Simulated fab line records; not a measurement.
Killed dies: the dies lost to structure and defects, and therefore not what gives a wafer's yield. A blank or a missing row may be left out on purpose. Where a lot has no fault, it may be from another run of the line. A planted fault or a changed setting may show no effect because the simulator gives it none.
fab line records | flow gf180mcu
record lots=15 | wafers=45 | lastDay=34
route steps=602 shown POLY_GATE@168 HV_LDD@186
lots that met no fault: from a run of the same line without faults
startH: start of the lot's first displayed wafer, in hours after the record's first day | waitH: hours since the lot's step before | " identical to the entry in the row above | L1.1+2: a row that stands for several wafers | - either no value or no given start | * or withheld: withheld | < > ~ a bound
route shown NAME@n: NAME is a module with steps in the file, n the number in the route of the first one | usual: average and standard deviation across the fault-free wafers | same: alike in all rows | chamber/n: place in a boat | sites: the reading at each site | _std_site: their standard deviation | _edge_site: the outer-site mean with the inner-site mean subtracted | radiusMm: how far each site lies from the wafer's centre | mask NAME#n: copy n | behind: the tool/chamber that last shaped the wafer | hold: the reason the lot was held/the length of the hold in hours/how it ended | device: the n, p or np transistor that did not switch | end of line: tests run on the same wafers once the route is complete | step lacking rows: just its recipe | killed: not the wafer's yield, but the dies lost to structure and defects at the first sort | map: shows each die of a wafer: x if killed, . if not, _ if none is there
set.NAME: the setting as run; set.NAME@STEP: as run at that earlier step | model.NAME: the simulator's own value behind a step, which no gauge read
one table for each step of the route and one row for each wafer, over a sample of lots
services: from which hour (startH, from the record's first day; less than 0 if before it) a tool's chamber was out of use, for how many hours, and why
## steps
# step GF_POLY_GATE_OVL_MEAS_11
# usual POLY_GATE_OVL=-3/5.1
lot.wafer | tool       | chamber | startH | waitH | POLY_GATE_OVL[nm]
L305.2    | overlay-01 | -       | 213.43 | 0.1   | -8
L305.4    | "          | -       | "      | "     | -9
L305.5    | "          | -       | "      | "     | -3
L307.4    | overlay-02 | -       | 224.88 | 0.1   | 2
L307.5    | "          | -       | "      | "     | -1
L307.6    | "          | -       | "      | "     | -4
L308.2    | overlay-02 | -       | 238.86 | 0.1   | -3
L308.5    | "          | -       | "      | "     | -6
L308.6    | "          | -       | "      | "     | -8
L309.3    | overlay-01 | -       | 240.19 | 0.1   | -2
L309.4    | "          | -       | "      | "     | 0
L309.6    | "          | -       | "      | "     | 1
L311.1    | overlay-02 | -       | 256.87 | 0.1   | 4
L311.3    | "          | -       | "      | "     | 6
L311.4    | "          | -       | "      | "     | 8
L312.3    | overlay-02 | -       | 264.69 | 0.1   | -1
L312.4    | "          | -       | "      | "     | -4
L312.5    | "          | -       | "      | "     | 2
L313.3    | overlay-01 | -       | 271.43 | 0.1   | -10
L313.4    | "          | -       | "      | "     | -1
L313.6    | "          | -       | "      | "     | -5
L314.1    | overlay-01 | -       | 275.52 | 0.1   | -6
L314.5    | "          | -       | "      | "     | -2
L314.6    | "          | -       | "      | "     | 0
L315.1    | overlay-01 | -       | 289.66 | 0.1   | -7
L315.4    | "          | -       | "      | "     | -4
L315.6    | "          | -       | "      | "     | -11
L316.1    | overlay-01 | -       | 291.02 | 0.1   | -13
L316.3    | "          | -       | "      | "     | -9
L316.6    | "          | -       | "      | "     | -7
L317.2    | overlay-01 | -       | 299.36 | 0.1   | -5
L317.4    | "          | -       | "      | "     | -6
L317.6    | "          | -       | "      | "     | -5
L322.2    | overlay-01 | -       | 331.77 | 0.1   | -10
L322.3    | "          | -       | "      | "     | -1
L322.5    | "          | -       | "      | "     | -6
L324.1    | overlay-02 | -       | 348.47 | 0.1   | -5
L324.3    | "          | -       | "      | "     | 0
L324.4    | "          | -       | "      | "     | 3
L325.1    | overlay-01 | -       | 352.47 | 0.1   | 1
L325.3    | "          | -       | "      | "     | 1
L325.6    | "          | -       | "      | "     | 7
L326.3    | overlay-02 | -       | 363.02 | 0.1   | -8
L326.4    | "          | -       | "      | "     | -7
L326.5    | "          | -       | "      | "     | -6
# step GF_HV_LDD_STRIP_10
# recipe chemistry=O2/N2 | powerW=1400 | pressureMtorr=1500 | platenTempC=250 | o2FlowSccm=3000 | n2FlowSccm=300 | overashFraction=0.5
# usual chamberPressureMTorr=1500.0/1.5 | drypumpMotorCurrentA=5.7/0.47 | heaterPowerW=349/31 | oesProductAu=0.716/0.0043 | stripTimeToEndpointS=12.62/0.039
lot.wafer | tool           | chamber | startH | waitH | chamberPressureMTorr | drypumpMotorCurrentA | heaterPowerW | oesProductAu | rfHoursCounterH | stripTimeToEndpointS
L305.2    | plasmaAsher-02 | 0       | 233.45 | 0.1   | 1499.9               | 6.8                  | 336          | 0.718        | 13              | 12.67
L305.4    | "              | 1       | "      | "     | 1499.3               | 5.7                  | 347          | 0.714        | -               | 12.69
L305.5    | "              | 1       | "      | "     | 1500.5               | 5.6                  | 340          | 0.714        | -               | 12.69
L307.4    | plasmaAsher-02 | 1       | 246.22 | 0.1   | 1498.8               | 5.6                  | 335          | 0.720        | -               | 12.63
L307.5    | "              | 1       | "      | "     | 1501.0               | 5.6                  | 335          | 0.716        | -               | 12.64
L307.6    | "              | 0       | "      | "     | 1498.1               | 6.8                  | 330          | 0.717        | -               | 12.68
L308.2    | plasmaAsher-01 | 1       | 259.94 | 0.1   | 1501.3               | 5.7                  | 380          | 0.718        | 59              | 12.66
L308.5    | "              | 1       | "      | "     | 1499.1               | 5.7                  | 383          | 0.705        | -               | 12.67
L308.6    | "              | 0       | "      | "     | 1500.5               | 5.3                  | 319          | 0.715        | -               | 12.70
L309.3    | plasmaAsher-03 | 0       | 263.59 | 0.1   | 1501.2               | 6.3                  | 376          | 0.707        | -               | 12.60
L309.4    | "              | 1       | "      | "     | 1500.2               | 5.4                  | 381          | 0.714        | -               | 12.61
L309.6    | "              | 1       | "      | "     | 1498.9               | 5.4                  | 361          | 0.724        | -               | 12.61
L311.1    | plasmaAsher-02 | 1       | 278.01 | 0.1   | 1499.4               | 5.6                  | 334          | 0.716        | 16              | 12.63
L311.3    | "              | 1       | "      | "     | 1498.5               | 5.7                  | 343          | 0.724        | -               | 12.64
L311.4    | "              | 0       | "      | "     | 1501.0               | 6.9                  | 340          | 0.715        | -               | 12.62
L312.3    | plasmaAsher-01 | 0       | 286.54 | 0.1   | 1498.7               | 5.3                  | 317          | 0.710        | -               | 12.64
L312.4    | "              | 1       | "      | "     | 1497.2               | 5.7                  | 390          | 0.717        | -               | 12.62
L312.5    | "              | 0       | "      | "     | 1501.2               | 5.3                  | 311          | 0.714        | -               | 12.59
L313.3    | plasmaAsher-03 | 0       | 293.03 | 0.1   | 1500.6               | 6.2                  | 378          | 0.716        | -               | 12.63
L313.4    | "              | 1       | "      | "     | 1499.6               | 5.4                  | 360          | 0.720        | -               | 12.66
L313.6    | "              | 0       | "      | "     | 1499.7               | 6.2                  | 381          | 0.716        | -               | 12.66
L314.1    | plasmaAsher-01 | 1       | 298.31 | 0.1   | 1503.0               | 5.8                  | 395          | 0.711        | 63              | 12.62
L314.5    | "              | 1       | "      | "     | 1502.0               | 5.8                  | 379          | 0.720        | -               | 12.66
L314.6    | "              | 0       | "      | "     | 1497.1               | 5.3                  | 320          | 0.715        | -               | 12.62
L315.1    | plasmaAsher-01 | 1       | 312.16 | 0.1   | 1499.7               | 5.8                  | 385          | 0.717        | 65              | 12.68
L315.4    | "              | 1       | "      | "     | 1500.9               | 5.7                  | 373          | 0.712        | -               | 12.65
L315.6    | "              | 1       | "      | "     | 1500.3               | 5.8                  | 383          | 0.713        | -               | 12.62
L316.1    | plasmaAsher-02 | 0       | 314.41 | 0.1   | 1496.7               | 6.8                  | 341          | 0.723        | 18              | 12.61
L316.3    | "              | 1       | "      | "     | 1499.6               | 5.7                  | 334          | 0.713        | -               | 12.58
L316.6    | "              | 0       | "      | "     | 1499.6               | 6.9                  | 340          | 0.713        | -               | 12.61
L317.2    | plasmaAsher-01 | 1       | 322.50 | 0.1   | 1501.8               | 5.7                  | 380          | 0.713        | 66              | 12.57
L317.4    | "              | 0       | "      | "     | 1501.1               | 5.3                  | 305          | 0.726        | -               | 12.53
L317.6    | "              | 1       | "      | "     | 1502.0               | 5.8                  | 379          | 0.717        | -               | 12.57
L322.2    | plasmaAsher-01 | 1       | 355.99 | 0.1   | 1500.0               | 5.7                  | 380          | 0.717        | 69              | 12.58
L322.3    | "              | 1       | "      | "     | 1501.1               | 5.7                  | 388          | 0.720        | -               | 12.61
L322.5    | "              | 0       | "      | "     | 1500.4               | 5.3                  | 315          | 0.715        | -               | 12.59
L324.1    | plasmaAsher-01 | 0       | 372.50 | 0.1   | 1497.3               | 5.3                  | 302          | 0.712        | 71              | 12.61
L324.3    | "              | 0       | "      | "     | 1498.8               | 5.3                  | 312          | 0.719        | -               | 12.59
L324.4    | "              | 1       | "      | "     | 1499.8               | 5.8                  | 383          | 0.719        | -               | 12.58
L325.1    | plasmaAsher-01 | 0       | 375.75 | 0.1   | 1499.9               | 5.3                  | 311          | 0.716        | 71              | 12.62
L325.3    | "              | 1       | "      | "     | 1500.0               | 5.7                  | 379          | 0.714        | -               | 12.58
L325.6    | "              | 0       | "      | "     | 1502.7               | 5.3                  | 320          | 0.718        | -               | 12.55
L326.3    | plasmaAsher-01 | 1       | 386.62 | 0.1   | 1499.7               | 5.7                  | 389          | 0.715        | -               | 12.60
L326.4    | "              | 0       | "      | "     | 1502.0               | 5.3                  | 305          | 0.714        | -               | 12.60
L326.5    | "              | 0       | "      | "     | 1502.5               | 5.3                  | 318          | 0.710        | -               | 12.59
# step GF_HV_LDD_TW_MEAS_23
# usual HV_LDD_2_TW=1054/5.4
lot.wafer | tool         | chamber | startH | waitH | HV_LDD_2_TW
L305.2    | filmMetro-03 | -       | 251.90 | 0.1   | 1049
L305.4    | "            | -       | "      | "     | 1046
L305.5    | "            | -       | "      | "     | 1042
L307.4    | filmMetro-03 | -       | 265.97 | 0.1   | 1055
L307.5    | "            | -       | "      | "     | 1055
L307.6    | "            | -       | "      | "     | 1053
L308.2    | filmMetro-04 | -       | 279.56 | 0.1   | 1059
L308.5    | "            | -       | "      | "     | 1056
L308.6    | "            | -       | "      | "     | 1060
L309.3    | filmMetro-01 | -       | 283.41 | 0.1   | 1060
L309.4    | "            | -       | "      | "     | 1059
L309.6    | "            | -       | "      | "     | 1061
L311.1    | filmMetro-01 | -       | 297.94 | 0.1   | 1062
L311.3    | "            | -       | "      | "     | 1062
L311.4    | "            | -       | "      | "     | 1060
L312.3    | filmMetro-04 | -       | 306.83 | 0.1   | 1048
L312.4    | "            | -       | "      | "     | 1048
L312.5    | "            | -       | "      | "     | 1046
L313.3    | filmMetro-03 | -       | 313.79 | 0.1   | 1051
L313.4    | "            | -       | "      | "     | 1065
L313.6    | "            | -       | "      | "     | 1053
L314.1    | filmMetro-04 | -       | 319.80 | 0.1   | 1062
L314.5    | "            | -       | "      | "     | 1058
L314.6    | "            | -       | "      | "     | 1061
L315.1    | filmMetro-01 | -       | 333.41 | 0.1   | 1056
L315.4    | "            | -       | "      | "     | 1060
L315.6    | "            | -       | "      | "     | 1055
L316.1    | filmMetro-01 | -       | 336.24 | 0.1   | 1051
L316.3    | "            | -       | "      | "     | 1052
L316.6    | "            | -       | "      | "     | 1056
L317.2    | filmMetro-03 | -       | 343.31 | 0.1   | 1054
L317.4    | "            | -       | "      | "     | 1059
L317.6    | "            | -       | "      | "     | 1050
L322.2    | filmMetro-01 | -       | 379.01 | 0.1   | 1055
L322.3    | "            | -       | "      | "     | 1053
L322.5    | "            | -       | "      | "     | 1055
L324.1    | filmMetro-03 | -       | 392.96 | 0.1   | 1047
L324.3    | "            | -       | "      | "     | 1047
L324.4    | "            | -       | "      | "     | 1048
L325.1    | filmMetro-01 | -       | 396.76 | 0.1   | 1047
L325.3    | "            | -       | "      | "     | 1050
L325.6    | "            | -       | "      | "     | 1052
L326.3    | filmMetro-04 | -       | 408.93 | 0.1   | 1060
L326.4    | "            | -       | "      | "     | 1066
L326.5    | "            | -       | "      | "     | 1060
# step GF_HV_LDD_IMPLANT_34
# recipe species=P | energyKev=60 | doseCm2=7.5e+12 | tiltDeg=30 | rotationDeg=90
# usual beamEnergyKeV=59.999/0.018 | beamOnS=9.97/0.19
lot.wafer | tool         | chamber | startH | waitH | beamEnergyKeV | beamOnS
L305.2    | implanter-01 | 0       | 271.01 | 0.1   | 59.981        | 10.02
L305.4    | "            | 0       | "      | "     | 60.007        | 10.06
L305.5    | "            | 0       | "      | "     | 59.996        | 10.09
L307.4    | implanter-04 | 0       | 285.77 | 0.1   | 59.972        | 10.07
L307.5    | "            | 0       | "      | "     | 59.976        | 9.90
L307.6    | "            | 0       | "      | "     | 59.977        | 10.10
L308.2    | implanter-03 | 0       | 300.51 | 0.1   | 59.998        | 10.12
L308.5    | "            | 0       | "      | "     | 60.005        | 9.88
L308.6    | "            | 0       | "      | "     | 60.012        | 9.98
L309.3    | implanter-01 | 0       | 303.61 | 0.1   | 60.002        | 10.10
L309.4    | "            | 0       | "      | "     | 60.003        | 10.11
L309.6    | "            | 0       | "      | "     | 59.979        | 10.11
L311.1    | implanter-01 | 0       | 318.94 | 0.1   | 60.005        | 10.00
L311.3    | "            | 0       | "      | "     | 59.976        | 9.91
L311.4    | "            | 0       | "      | "     | 60.002        | 9.97
L312.3    | implanter-01 | 0       | 330.60 | 0.1   | 60.014        | 9.78
L312.4    | "            | 0       | "      | "     | 60.018        | 9.80
L312.5    | "            | 0       | "      | "     | 60.004        | 9.86
L313.3    | implanter-01 | 0       | 334.94 | 0.1   | 60.008        | 10.17
L313.4    | "            | 0       | "      | "     | 59.994        | 9.85
L313.6    | "            | 0       | "      | "     | 60.018        | 9.96
L314.1    | implanter-01 | -       | 339.10 | 0.1   | -             | -
L314.5    | "            | -       | "      | "     | -             | -
L314.6    | "            | -       | "      | "     | -             | -
L315.1    | implanter-04 | -       | 354.80 | 0.1   | -             | -
L315.4    | "            | -       | "      | "     | -             | -
L315.6    | "            | -       | "      | "     | -             | -
L316.1    | implanter-04 | -       | 358.35 | 0.1   | -             | -
L316.3    | "            | -       | "      | "     | -             | -
L316.6    | "            | -       | "      | "     | -             | -
L317.2    | implanter-04 | 0       | 364.63 | 0.1   | 60.018        | 9.98
L317.4    | "            | 0       | "      | "     | 59.980        | 9.91
L317.6    | "            | 0       | "      | "     | 59.998        | 10.07
L322.2    | implanter-04 | 0       | 399.46 | 0.1   | 60.003        | 9.57
L322.3    | "            | 0       | "      | "     | 60.004        | 9.77
L322.5    | "            | 0       | "      | "     | 60.023        | 10.22
L324.1    | implanter-03 | 0       | 415.94 | 0.1   | 59.999        | 9.73
L324.3    | "            | 0       | "      | "     | 59.994        | 9.94
L324.4    | "            | 0       | "      | "     | 59.994        | 10.25
L325.1    | implanter-04 | 0       | 419.20 | 0.1   | 59.982        | 9.63
L325.3    | "            | 0       | "      | "     | 59.996        | 9.70
L325.6    | "            | 0       | "      | "     | 59.994        | 10.07
L326.3    | implanter-01 | 0       | 432.85 | 0.1   | 59.978        | 10.38
L326.4    | "            | 0       | "      | "     | 60.020        | 9.55
L326.5    | "            | 0       | "      | "     | 59.993        | 10.02
# step GF_HV_LDD_TW_MEAS_38
# usual HV_LDD_3_TW=1436/7.1
lot.wafer | tool         | chamber | startH | waitH | HV_LDD_3_TW
L305.2    | filmMetro-01 | -       | 271.55 | 0.1   | 1439
L305.4    | "            | -       | "      | "     | 1445
L305.5    | "            | -       | "      | "     | 1447
L307.4    | filmMetro-03 | -       | 286.28 | 0.1   | 1433
L307.5    | "            | -       | "      | "     | 1436
L307.6    | "            | -       | "      | "     | 1427
L308.2    | filmMetro-03 | -       | 301.05 | 0.1   | 1427
L308.5    | "            | -       | "      | "     | 1425
L308.6    | "            | -       | "      | "     | 1421
L309.3    | filmMetro-01 | -       | 304.13 | 0.1   | 1453
L309.4    | "            | -       | "      | "     | 1438
L309.6    | "            | -       | "      | "     | 1436
L311.1    | filmMetro-03 | -       | 319.49 | 0.1   | 1425
L311.3    | "            | -       | "      | "     | 1438
L311.4    | "            | -       | "      | "     | 1437
L312.3    | filmMetro-04 | -       | 331.12 | 0.1   | 1446
L312.4    | "            | -       | "      | "     | 1447
L312.5    | "            | -       | "      | "     | 1441
L313.3    | filmMetro-01 | -       | 335.46 | 0.1   | 1437
L313.4    | "            | -       | "      | "     | 1434
L313.6    | "            | -       | "      | "     | 1434
L314.1    | filmMetro-01 | -       | 339.65 | 0.1   | 1311
L314.5    | "            | -       | "      | "     | 1312
L314.6    | "            | -       | "      | "     | 1306
L315.1    | filmMetro-01 | -       | 355.35 | 0.1   | 1304
L315.4    | "            | -       | "      | "     | 1301
L315.6    | "            | -       | "      | "     | 1313
L316.1    | filmMetro-01 | -       | 358.90 | 0.1   | 1305
L316.3    | "            | -       | "      | "     | 1304
L316.6    | "            | -       | "      | "     | 1310
L317.2    | filmMetro-01 | -       | 365.16 | 0.1   | 1430
L317.4    | "            | -       | "      | "     | 1422
L317.6    | "            | -       | "      | "     | 1434
L322.2    | filmMetro-04 | -       | 400.00 | 0.1   | 1447
L322.3    | "            | -       | "      | "     | 1433
L322.5    | "            | -       | "      | "     | 1437
L324.1    | filmMetro-04 | -       | 416.49 | 0.1   | 1441
L324.3    | "            | -       | "      | "     | 1436
L324.4    | "            | -       | "      | "     | 1448
L325.1    | filmMetro-03 | -       | 419.75 | 0.1   | 1439
L325.3    | "            | -       | "      | "     | 1431
L325.6    | "            | -       | "      | "     | 1437
L326.3    | filmMetro-04 | -       | 433.37 | 0.1   | 1432
L326.4    | "            | -       | "      | "     | 1433
L326.5    | "            | -       | "      | "     | 1430
# step GF_HV_LDD_RS_MEAS_53
# recipe thkMeasGauge=four-point-probe
# usual HV_LDD_RS=418.3/0.85
lot.wafer | tool         | chamber | startH | waitH | HV_LDD_RS[ohm/sq]
L305.2    | filmMetro-04 | -       | 291.94 | 0.1   | 419.5
L305.4    | "            | -       | "      | "     | 417.4
L305.5    | "            | -       | "      | "     | 417.6
L307.4    | filmMetro-03 | -       | 306.75 | 0.1   | 419.0
L307.5    | "            | -       | "      | "     | 420.2
L307.6    | "            | -       | "      | "     | 419.7
L308.2    | filmMetro-01 | -       | 322.54 | 0.1   | 419.8
L308.5    | "            | -       | "      | "     | 419.0
L308.6    | "            | -       | "      | "     | 418.4
L309.3    | filmMetro-01 | -       | 330.28 | 0.1   | 418.4
L309.4    | "            | -       | "      | "     | 418.1
L309.6    | "            | -       | "      | "     | 418.8
L311.1    | filmMetro-04 | -       | 339.08 | 0.1   | 418.0
L311.3    | "            | -       | "      | "     | 417.2
L311.4    | "            | -       | "      | "     | 418.1
L312.3    | filmMetro-03 | -       | 352.11 | 0.1   | 418.6
L312.4    | "            | -       | "      | "     | 418.4
L312.5    | "            | -       | "      | "     | 417.9
L313.3    | filmMetro-03 | -       | 357.76 | 0.1   | 419.6
L313.4    | "            | -       | "      | "     | 418.6
L313.6    | "            | -       | "      | "     | 418.5
L314.1    | filmMetro-03 | -       | 361.81 | 0.1   | 440.6
L314.5    | "            | -       | "      | "     | 439.6
L314.6    | "            | -       | "      | "     | 439.5
L315.1    | filmMetro-03 | -       | 378.06 | 0.1   | 439.4
L315.4    | "            | -       | "      | "     | 439.9
L315.6    | "            | -       | "      | "     | 439.7
L316.1    | filmMetro-01 | -       | 381.31 | 0.1   | 439.6
L316.3    | "            | -       | "      | "     | 441.0
L316.6    | "            | -       | "      | "     | 440.9
L317.2    | filmMetro-04 | -       | 387.09 | 0.1   | 419.0
L317.4    | "            | -       | "      | "     | 419.5
L317.6    | "            | -       | "      | "     | 418.2
L322.2    | filmMetro-03 | -       | 423.98 | 0.1   | 417.5
L322.3    | "            | -       | "      | "     | 419.3
L322.5    | "            | -       | "      | "     | 418.0
L324.1    | filmMetro-01 | -       | 440.38 | 0.1   | 418.2
L324.3    | "            | -       | "      | "     | 418.4
L324.4    | "            | -       | "      | "     | 417.8
L325.1    | filmMetro-01 | -       | 444.08 | 0.1   | 417.1
L325.3    | "            | -       | "      | "     | 416.8
L325.6    | "            | -       | "      | "     | 416.5
L326.3    | filmMetro-01 | -       | 457.67 | 0.1   | 418.1
L326.4    | "            | -       | "      | "     | 418.5
L326.5    | "            | -       | "      | "     | 418.5
## services
tool           | chamber | startH | hours | kind
plasmaAsher-02 | -       | 221.07 | 2.8   | pm
implanter-01   | -       | 237.43 | 2.6   | repair
implanter-03   | -       | 240.19 | 2.1   | repair
implanter-03   | -       | 253.53 | 2.8   | pm
plasmaAsher-02 | -       | 254.07 | 18.4  | pm
implanter-04   | -       | 261.58 | 1.9   | repair
implanter-04   | -       | 275.60 | 1.1   | repair
plasmaAsher-01 | -       | 280.55 | 3.8   | repair
plasmaAsher-02 | -       | 295.26 | 9.8   | repair
implanter-04   | -       | 375.00 | 3.5   | pm
implanter-01   | -       | 394.93 | 29.3  | pm
plasmaAsher-03 | -       | 403.45 | 6.3   | repair
plasmaAsher-03 | -       | 403.84 | 0.4   | repair
plasmaAsher-03 | -       | 421.25 | 9.0   | pm
plasmaAsher-03 | 0       | 421.25 | 9.0   | ventCycle
plasmaAsher-03 | 1       | 421.25 | 9.0   | ventCycle
plasmaAsher-03 | 0       | 430.25 | -     | clean
plasmaAsher-03 | 1       | 430.25 | -     | clean
## key
firstSign step=GF_HV_LDD_IMPLANT_34 | reading=toolRecord | direction=missing
effect step=GF_HV_LDD_TW_MEAS_38 | reading=HV_LDD_3_TW | direction=down | sigmas=18 | usual=1436 | struck=1307
effect step=GF_HV_LDD_RS_MEAS_53 | reading=HV_LDD_RS | direction=up | sigmas=26 | usual=418.3 | struck=440.0
metAt GF_HV_LDD_IMPLANT_34
struckLots L314,L315,L316
laterRowsLeftOut L314.1,L314.5,L314.6,L315.1,L315.4,L315.6,L316.1,L316.3,L316.6
sortLeftOut L314.1,L314.5,L314.6,L315.1,L315.4,L315.6,L316.1,L316.3,L316.6
testerLeftOut L314,L315,L316
notActingAt GF_POLY_GATE_OVL_MEAS_11,GF_HV_LDD_STRIP_10,GF_HV_LDD_TW_MEAS_23
onsetBetween 334.94 339.10
fault kind=skippedStepWhole | tool=implanter-01,implanter-04 | chamber=- | onsetH=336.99 | steps=GF_HV_LDD_IMPLANT_34 | scope=struckLotsOnly
# testerLeftOut: of these lots the tester's yield and bins aren't shown, on N5 and GAA mostly nor the transistor test; their killed dies are dies lost to structure and defects alone, not to doping, threshold or leakage, so they don't give the yield
# sortLeftOut: the simulated sort isn't trusted on such a fault, so these wafers' sort isn't shown, and their yield isn't known
# laterRowsLeftOut: the simulator's readings of these wafers behind a module that went badly wrong aren't trusted and aren't shown, but for the sort
